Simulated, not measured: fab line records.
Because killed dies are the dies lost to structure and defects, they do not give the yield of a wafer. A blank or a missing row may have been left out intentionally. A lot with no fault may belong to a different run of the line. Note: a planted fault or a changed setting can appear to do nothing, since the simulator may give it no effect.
Matching of chambers -- flow gf180mcu -- GF_V2_CMP_26 on cmp-01 has 4 sister chambers
The step polishes, stops on SiO2, t overpolish 15 s, target thk 0 nm. 16 wafers are shown with their chamber, then 8 later ones without.

== WAFERS WITH THEIR CHAMBER ==
wafer,chamber,motorCurrentA (A),timeToEndpointS (s),overpolishRunS (s)
L638.4,1,12.3,85,15.004
L638.5,1,12.0,86,14.991
L638.6,2,10.6,88,14.998
L639.4,2,10.5,83,14.995
L639.5,2,11.0,87,14.992
L639.6,1,12.0,86,15.007
L641.1,0,9.4,91,14.997
L641.2,2,10.5,88,15.006
L641.6,1,11.6,87,14.993
L651.1,1,12.3,84,14.999
L651.2,0,9.7,93,14.997
L651.4,3,10.5,87,14.998
L655.2,2,11.3,87,15.008
L655.4,3,9.7,81,15.003
L655.5,0,9.7,88,14.999
L657.3,3,10.1,81,15.000

SIGNATURES, as means of the wafers listed above
reading,chamber 0,chamber 1,chamber 2,chamber 3,scatter within a chamber
motorCurrentA,9.600,12.040,10.780,10.100,0.319
timeToEndpointS,90.67,85.60,86.60,83.00,2.22
overpolishRunS,14.99767,14.99880,14.99980,15.00033,0.00575
Rule: a wafer's distance from a chamber is the root of the sum, over the readings, of the square of ((its reading less the chamber's mean) divided by the reading's scatter). The wafer belongs to the nearest chamber; if the next one is less than 2 further off, it can't be placed. The scatter: take each reading less its chamber's mean, square it, sum over the shown wafers, divide by the number of wafers less the number of chambers, and take the root.

== WAFERS MISSING THEIR CHAMBER ==
wafer,motorCurrentA (A),timeToEndpointS (s),overpolishRunS (s)
L657.5,10.1,79,14.993
L657.6,9.5,87,15.003
L658.1,10.0,82,15.003
L658.2,12.7,82,15.001
L658.6,10.1,76,15.002
L661.1,12.1,85,14.989
L661.5,10.2,83,15.009
L661.6,9.7,87,15.004

== CHAMBER TAKEN BY EACH ==
wafer,from the rows above,in truth
L657.5,can't be placed: 3 or 2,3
L657.6,can't be placed: 0 or 3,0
L658.1,3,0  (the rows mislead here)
L658.2,1,1
L658.6,3,3
L661.1,1,1
L661.5,can't be placed: 3 or 2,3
L661.6,can't be placed: 0 or 3 or 2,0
Placed correctly: 3 of 8. Can't be placed from these rows: 4 (the true chamber is among the candidates in 4). Placed wrongly: 1.
